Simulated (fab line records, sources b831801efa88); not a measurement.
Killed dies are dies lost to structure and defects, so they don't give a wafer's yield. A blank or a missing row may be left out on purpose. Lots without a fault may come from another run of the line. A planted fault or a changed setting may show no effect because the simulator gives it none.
A struck lot beside a sound one | flow sky130 | 26 steps out of a route of 708
Sound: wafers L842.1, L842.2, L842.3. Struck: wafers L845.2, L845.5, L845.6. The cause comes at the end.
At each step with rows: each side's tool, then ch and its chambers, then its first start. Under that, the readings that differ: sound wafers | struck wafers | difference of the means | sigmas: that difference in standard deviations of wafers without a fault.
alike: readings whose means differ by less than 2 such deviations, and words and numbers that are the same on both sides. not compared: withheld readings, readings that some wafer has no value for, bounds like >300 that may hide the same value, and numbers for which the record gives no deviation and whose values overlap.
The two part at a step that has a row with sigmas, a row that says differs or no value, or rows on one side only. Numbers that don't overlap but have no deviation are shown without sigmas and don't part them. A reading that every wafer of one side lacks parts them only if that side has two wafers or more.

first, 1 step without rows for these wafers: SKY_VT_ADJUST_HVTP_IMPLANT_09.
SKY_VT_ADJUST_HVTP_STRIP_10: strips in O2/N2.
  sound on plasma_asher-01 ch 0,1, day 8 09:21; struck on plasma_asher-03 ch 0,1, day 9 02:06
  alike: chamber_pressure_mTorr, drypump_motor_current_A, n2_flow_sccm, o2_flow_sccm, oes_product_au, strip_time_to_endpoint_s
  not compared: rf_hours_counter_h
SKY_VT_ADJUST_HVTP_TW_MEAS_11:
  sound on film_metro-01, day 8 09:27; struck on film_metro-04, day 9 02:13
  alike: VT_ADJUST_HVTP_TW
then, 7 steps without rows for these wafers: SKY_VT_ADJUST_LVTN_DEHYDRATE_00 (time 60 s); SKY_VT_ADJUST_LVTN_HMDS_01 (prime time 60 s); SKY_VT_ADJUST_LVTN_COAT_02 (resist thk 3000 nm); SKY_VT_ADJUST_LVTN_SOFTBAKE_03; SKY_VT_ADJUST_LVTN_EXPOSE_04 (exposes mask NWM COMPLEMENT LESS NATIVE, target cd 840 nm); SKY_VT_ADJUST_LVTN_PEB_05; SKY_VT_ADJUST_LVTN_DEVELOP_06 (develop time 60 s).
SKY_VT_ADJUST_LVTN_OVL_MEAS_07:
  sound on overlay-02, day 9 07:46; struck on overlay-02, day 10 00:40
  alike: VT_ADJUST_LVTN_OVL
then, 1 step without rows for these wafers: SKY_VT_ADJUST_LVTN_IMPLANT_08.
SKY_VT_ADJUST_LVTN_STRIP_09: strips in O2/N2.
  sound on plasma_asher-02 ch 0,1, day 9 07:56; struck on plasma_asher-02 ch 0,1, day 10 00:50
  no value came back on the struck wafers for any of 6 readings (chamber_pressure_mTorr (mTorr), drypump_motor_current_A (A) and others); on the sound wafers chamber_pressure_mTorr (mTorr) reads 1499.8 1501.7 1502.1
  reading                                          | sound | struck         | difference | sigmas
  model.coat_of_VT_ADJUST_LVTN_COAT_02.thk_nm (nm) | 0 0 0 | 3007 2998 2995 | +3000      |
  not compared: rf_hours_counter_h
SKY_VT_ADJUST_LVTN_TW_MEAS_10:
  sound on film_metro-03, day 9 08:02; struck on film_metro-04, day 10 00:57
  reading           | sound             | struck            | difference | sigmas
  VT_ADJUST_LVTN_TW | 237.3 239.8 239.1 | 244.5 242.8 242.7 | +4.6       | +3
then, 7 steps without rows for these wafers: SKY_VT_ADJUST_LVTN_DEHYDRATE_11 (time 60 s); SKY_VT_ADJUST_LVTN_HMDS_12 (prime time 60 s); SKY_VT_ADJUST_LVTN_COAT_13 (resist thk 1140 nm); SKY_VT_ADJUST_LVTN_SOFTBAKE_14 (time 60 s); SKY_VT_ADJUST_LVTN_EXPOSE_15 (exposes mask HVN STD DERIVED, target cd 600 nm); SKY_VT_ADJUST_LVTN_PEB_16; SKY_VT_ADJUST_LVTN_DEVELOP_17 (develop time 58.24 s).
SKY_VT_ADJUST_LVTN_OVL_MEAS_18:
  sound on overlay-02, day 10 07:40; struck on overlay-01, day 10 23:55
  alike: VT_ADJUST_LVTN_01_OVL
then, 1 step without rows for these wafers: SKY_VT_ADJUST_LVTN_IMPLANT_19.
SKY_VT_ADJUST_LVTN_STRIP_20: strips in O2/N2.
  sound on plasma_asher-02 ch 0,1, day 10 07:51; struck on plasma_asher-04 ch 0,1, day 11 00:05
  reading                      | sound             | struck            | difference | sigmas
  oes_product_au (a.u.)        | 0.715 0.713 0.716 | 0.730 0.731 0.730 | +0.016     | +3
  strip_time_to_endpoint_s (s) | 14.23 14.28 14.30 | 58.78 58.69 58.63 | +44.43     | +99 or more
  alike: chamber_pressure_mTorr, drypump_motor_current_A, n2_flow_sccm, o2_flow_sccm
  not compared: rf_hours_counter_h
SKY_VT_ADJUST_LVTN_TW_MEAS_21:
  sound on film_metro-01, day 10 07:57; struck on film_metro-01, day 11 00:12
  reading             | sound             | struck         | difference | sigmas
  VT_ADJUST_LVTN_2_TW | 186.5 186.5 185.3 | 29.6 29.7 29.7 | -156.4     | -99 or more
then, 1 step without rows for these wafers: SKY_VT_ADJUST_NCORE_DEHYDRATE_00 (time 60 s).

WHERE THEY PART
First at SKY_VT_ADJUST_LVTN_STRIP_09; last, within this record, at SKY_VT_ADJUST_LVTN_TW_MEAS_21.

WHY: what the simulator had put in
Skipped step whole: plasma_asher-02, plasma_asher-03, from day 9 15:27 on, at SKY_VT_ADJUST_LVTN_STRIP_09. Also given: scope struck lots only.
